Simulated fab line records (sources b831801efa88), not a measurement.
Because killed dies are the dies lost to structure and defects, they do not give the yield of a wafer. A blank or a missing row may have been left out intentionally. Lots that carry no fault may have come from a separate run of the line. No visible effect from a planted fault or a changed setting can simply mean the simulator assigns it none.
The tool behind it: which one? | flow gf180mcu | 13 lots with 39 wafers sampled at 4 steps, on a route of 602 steps

## WHAT THE GAUGES SHOWED, per wafer
GF_M3_THK_MEAS_06: measures by xrf.
lot  | measured     | on            | M3_ALCU_THK (nm)
L298 | day 20 13:29 | film-metro-01 | 462 453 461
L299 | day 20 19:53 | film-metro-04 | 462 464 475
L300 | day 21 03:41 | film-metro-01 | 470 462 459
L301 | day 21 13:29 | film-metro-02 | 466 466 469
L302 | day 22 01:16 | film-metro-04 | 468 458 455
L303 | day 22 10:57 | film-metro-02 | 449 457 452
L305 | day 23 03:44 | film-metro-02 | 458 462 462
L306 | day 23 11:37 | film-metro-04 | 460 458 453
L308 | day 23 22:27 | film-metro-04 | 468 457 466
L309 | day 24 07:51 | film-metro-01 | 464 454 464
L310 | day 24 17:51 | film-metro-02 | 452 457 452
L314 | day 26 05:55 | film-metro-04 | 458 460 457
L317 | day 26 23:58 | film-metro-02 | 466 462 455

## WHICH TOOL RAN EACH LOT (tool, then ch and the chambers of the sampled wafers, then the start)
lot  | GF_SALICIDE_RTA_08               | GF_M1_SPUTTER_04             | GF_V1_CLEAN_20
L298 | rtp-anneal-02 ch 0, day 15 07:23 | pvd-sputter-02, day 16 07:53 | wet-bench-01 ch 3, day 18 07:44
L299 | rtp-anneal-01 ch 0, day 15 12:49 | pvd-sputter-02, day 16 13:19 | wet-bench-02 ch 2, day 18 13:59
L300 | rtp-anneal-02 ch 0, day 15 20:24 | pvd-sputter-02, day 16 21:32 | wet-bench-02 ch 1, day 18 23:07
L301 | rtp-anneal-01 ch 0, day 16 06:41 | pvd-sputter-01, day 17 07:09 | wet-bench-01 ch 1, day 19 09:02
L302 | rtp-anneal-01 ch 0, day 16 16:55 | pvd-sputter-04, day 17 17:59 | wet-bench-01 ch 3, day 19 20:29
L303 | rtp-anneal-02 ch 0, day 17 01:55 | pvd-sputter-01, day 18 03:34 | wet-bench-01 ch 1, day 20 07:05
L305 | rtp-anneal-02 ch 0, day 17 19:07 | pvd-sputter-02, day 18 20:35 | wet-bench-02 ch 1, day 21 00:10
L306 | rtp-anneal-02 ch 0, day 18 03:37 | pvd-sputter-02, day 19 05:54 | wet-bench-02 ch 3, day 21 08:47
L308 | rtp-anneal-02 ch 0, day 18 16:02 | pvd-sputter-01, day 19 18:56 | wet-bench-02 ch 3, day 21 20:34
L309 | rtp-anneal-02 ch 0, day 19 01:02 | pvd-sputter-01, day 20 03:17 | wet-bench-01 ch 3, day 22 05:38
L310 | rtp-anneal-02 ch 0, day 19 11:32 | pvd-sputter-02, day 20 14:03 | wet-bench-01 ch 2, day 22 16:41
L314 | rtp-anneal-02 ch 0, day 21 04:02 | pvd-sputter-02, day 22 05:42 | wet-bench-01 ch 2, day 24 05:47
L317 | rtp-anneal-02 ch 0, day 22 01:23 | pvd-sputter-04, day 23 02:16 | wet-bench-04 ch 3, day 25 01:26
- GF_SALICIDE_RTA_08: time 30 s.
- GF_M1_SPUTTER_04: material TiN, target thk 50 nm, time 41.7 s.
- GF_V1_CLEAN_20: cleans in DIW.

## AS READ BY THE TOOLS THEMSELVES (means over the sampled wafers that have a number; for cases with no such wafer, the mark the record gives instead)
GF_SALICIDE_RTA_08.
lot  | tool          | lamp-power-pct (%) | wafer_temp_C_max
L298 | rtp-anneal-02 | 19.4               | 804.7
L299 | rtp-anneal-01 | 17.9               | 803.7
L300 | rtp-anneal-02 | 19.4               | 805.6
L301 | rtp-anneal-01 | 17.9               | 803.0
L302 | rtp-anneal-01 | 17.9               | 803.2
L303 | rtp-anneal-02 | 19.4               | 804.5
L305 | rtp-anneal-02 | 19.4               | 804.5
L306 | rtp-anneal-02 | 19.4               | 804.6
L308 | rtp-anneal-02 | 19.4               | 804.9
L309 | rtp-anneal-02 | 19.4               | 804.9
L310 | rtp-anneal-02 | 19.4               | 804.5
L314 | rtp-anneal-02 | 19.4               | 804.8
L317 | rtp-anneal-02 | 19.4               | 804.3

GF_M1_SPUTTER_04.
lot  | tool           | throttle-valve-pct (%)
L298 | pvd-sputter-02 | 30.6
L299 | pvd-sputter-02 | 30.1
L300 | pvd-sputter-02 | 30.8
L301 | pvd-sputter-01 | 29.9
L302 | pvd-sputter-04 | 29.2
L303 | pvd-sputter-01 | 29.9
L305 | pvd-sputter-02 | 30.4
L306 | pvd-sputter-02 | 30.3
L308 | pvd-sputter-01 | 30.4
L309 | pvd-sputter-01 | 30.9
L310 | pvd-sputter-02 | 30.4
L314 | pvd-sputter-02 | 30.5
L317 | pvd-sputter-04 | 30.5

## THE ANSWER, worked out from the rows above alone
Rule: usual is defined by the lots themselves. Put in order of their means at a reading, lots are off if they are a third of the lots or fewer, leave a main group of 4 or more, and stand apart from it by a gap of 3 or more times the standard deviation of the main group's means; of several such gaps the widest counts. If all means in a main group match to the digits the tables above print for the reading, that group is not used. Also off: a lot with no number at a reading for which 4 or more lots have one. Any other lot the step has rows for is counted as sound. The gauges are gone through in route order, then the tools' own readings, and for those a lot's mean is taken as printed above. The first step at which some lot is off is used, and at that step the reading that is off furthest; a lot without a number counts as furthest.
No lot is off on any of the readings shown, so nothing can be concluded from this.

## WHAT THE SIMULATOR PUT IN
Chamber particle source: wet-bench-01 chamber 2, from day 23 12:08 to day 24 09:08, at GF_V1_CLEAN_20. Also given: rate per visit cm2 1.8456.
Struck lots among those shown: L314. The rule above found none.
